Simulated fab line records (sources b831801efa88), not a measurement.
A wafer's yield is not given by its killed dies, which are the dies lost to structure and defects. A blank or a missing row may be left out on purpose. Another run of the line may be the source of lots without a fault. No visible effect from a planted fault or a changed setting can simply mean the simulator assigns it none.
Which of the tools did it? -- flow gf180mcu -- Sampling: 11 lots, 33 wafers, 5 of 602 route steps

## WHAT THE GAUGES READ, wafer by wafer
GF_V5_CD_MEAS_14 targets a cd of 260 nm.
lot,measured,on,cdNm (nm)
L975,day 27 23:25,cdSem-01,259.5 258.9 259.6
L976,day 28 07:16,cdSem-01,257.8 258.7 259.1
L977,day 28 13:19,cdSem-01,258.5 259.7 258.7
L981,day 29 14:02,cdSem-02,258.7 259.8 259.2
L983,day 30 07:26,cdSem-02,258.6 258.4 259.3
L984,day 30 18:38,cdSem-02,259.4 259.8 260.5
L985,day 30 23:10,cdSem-01,259.9 261.2 260.2
L986,day 31 02:13,cdSem-01,261.1 261.6 261.8
L987,day 31 10:11,cdSem-02,260.9 260.3 261.4
L993,day 32 23:28,cdSem-02,261.2 259.0 261.0
L994,day 33 02:17,cdSem-02,261.0 260.2 259.2

GF_V5_RS_MEAS_24: the measuring method here is four-point-probe.
lot,measured,on,V5_W_RS (ohm/sq)
L975,day 28 00:29,filmMetro-04,0.329 0.327 0.334
L976,day 28 08:19,filmMetro-02,0.329 0.329 0.331
L977,day 28 14:22,filmMetro-02,0.330 0.321 0.324
L981,day 29 15:05,filmMetro-04,0.383 0.377 0.387 0.382 0.378 0.387
L983,day 30 08:29,filmMetro-03,0.390 0.330 0.326 0.390 0.330 0.326
L984,day 30 19:44,filmMetro-04,0.326 0.324 0.325
L985,day 31 00:20,filmMetro-04,0.334 0.332 0.330
L986,day 31 03:25,filmMetro-03,0.330 0.326 0.328
L987,day 31 11:14,filmMetro-03,0.326 0.332 0.324
L993,day 33 00:32,filmMetro-04,0.323 0.324 0.321
L994,day 33 03:26,filmMetro-04,0.325 0.326 0.323

GF_V5_THK_MEAS_25: measures by xrf.
lot,measured,on,V5_W_THK (nm)
L975,day 28 00:37,filmMetro-04,345 352 344
L976,day 28 08:25,filmMetro-02,337 338 333
L977,day 28 14:28,filmMetro-02,336 345 343
L981,day 29 18:58,filmMetro-04,307 312 304 309 311 305
L983,day 30 13:25,filmMetro-03,302 346 348 301 343 351
L984,day 30 19:51,filmMetro-04,351 351 351
L985,day 31 00:28,filmMetro-04,342 345 346
L986,day 31 03:31,filmMetro-03,338 343 342
L987,day 31 11:22,filmMetro-03,343 340 343
L993,day 33 00:39,filmMetro-04,356 352 356
L994,day 33 03:34,filmMetro-04,352 351 354

## TOOL THAT RAN EACH LOT (tool first, then ch and the chambers of the sampled wafers, then the start)
lot,GF_V5_ETCH_16,GF_V5_CVD_23
L975,"rieDiel-02 ch 0,1,2, day 27 23:35","cvdW-02 ch 0,1, day 28 00:22"
L976,"rieDiel-04 ch 1,2, day 28 07:23","cvdW-01 ch 0,1, day 28 08:13"
L977,"rieDiel-04 ch 1,2, day 28 13:26","cvdW-01 ch 0,1, day 28 14:16"
L981,"rieDiel-02 ch 1,2, day 29 14:11","cvdW-01 ch 0, day 29 14:58"
L983,"rieDiel-02 ch 0,1,2, day 30 07:35","cvdW-01 ch 0,1, day 30 08:23"
L984,"rieDiel-04 ch 0,2,3, day 30 18:47","cvdW-02 ch 0,1, day 30 19:36"
L985,"rieDiel-04 ch 0,1,2, day 30 23:20","cvdW-01 ch 1, day 31 00:07"
L986,"rieDiel-04 ch 0,1,2, day 31 02:20","cvdW-01 ch 1, day 31 03:13"
L987,"rieDiel-02 ch 1,2,3, day 31 10:20","cvdW-02 ch 0,1, day 31 11:08"
L993,"rieDiel-02 ch 1,2, day 32 23:38","cvdW-02 ch 0,1, day 33 00:25"
L994,"rieDiel-01 ch 0,2,3, day 33 02:26","cvdW-02 ch 0,1, day 33 03:20"
- GF_V5_ETCH_16: etches BARC in N2/H2.
- GF_V5_CVD_23: deposits W, target thk 350 nm, time 104.9 s.

## WHAT THE TOOLS THEMSELVES READ (means of the sampled wafers that have a number; where no wafer has one, the mark that the record gives instead)
GF_V5_ETCH_16.
lot,tool,biasW (W),drypumpMotorCurrentA (A),oesProductAu (a.u.),throttleValvePct (%)
L975,rieDiel-02,100.3,5.4,0.857,13.222
L976,rieDiel-04,100.2,5.6,0.858,13.213
L977,rieDiel-04,100.3,5.5,0.856,13.228
L981,rieDiel-02,99.7,5.1,0.850,13.222
L983,rieDiel-02,100.0,5.4,0.855,13.228
L984,rieDiel-04,99.7,5.3,0.856,13.219
L985,rieDiel-04,100.1,5.6,0.855,13.227
L986,rieDiel-04,100.0,5.6,0.854,13.221
L987,rieDiel-02,100.2,5.5,0.854,13.219
L993,rieDiel-02,100.0,5.1,0.847,13.232
L994,rieDiel-01,100.0,5.4,0.858,13.226

GF_V5_CVD_23.
lot,tool,chamberPressureTorr (Torr),heaterPowerW (W)
L975,cvdW-02,39.91,934
L976,cvdW-01,39.99,824
L977,cvdW-01,40.04,795
L981,cvdW-01,40.03,763
L983,cvdW-01,40.13,829
L984,cvdW-02,39.97,886
L985,cvdW-01,39.98,879
L986,cvdW-01,40.00,875
L987,cvdW-02,40.02,936
L993,cvdW-02,40.06,949
L994,cvdW-02,39.93,934

## THE ANSWER, worked out from the rows above alone
Rule: usual is defined by the lots themselves. Put in order of their means at a reading, lots are off if they are a third of the lots or fewer, leave a main group of 4 or more, and stand apart from it by a gap of 3 or more times the standard deviation of the main group's means; of several such gaps the widest counts. Not used: any main group whose means are identical at the precision the tables above print for the reading. A lot without any number at a reading at which 4 lots or more have one is off too. The other lots that the step has rows for count as sound. After the gauges, taken in route order, come the tools' own readings; for these a lot's mean is taken, as printed above. At the first step where some lot is off, the reading lying furthest off is the one used; lots without a number count as furthest.
Off: L981, L983, seen at GF_V5_RS_MEAS_24 (V5_W_RS). For the main group the mean is 0.327 ohm/sq and the standard deviation 0.0029.
If a tool, at a process step before that reading, ran all the lots that are off and no sound lot after the first of them, it fits. Gauges at GF_V5_RS_MEAS_24: tried the same way as those tools. Of those tried, none fits.

## WHAT THE SIMULATOR HAD INSERTED
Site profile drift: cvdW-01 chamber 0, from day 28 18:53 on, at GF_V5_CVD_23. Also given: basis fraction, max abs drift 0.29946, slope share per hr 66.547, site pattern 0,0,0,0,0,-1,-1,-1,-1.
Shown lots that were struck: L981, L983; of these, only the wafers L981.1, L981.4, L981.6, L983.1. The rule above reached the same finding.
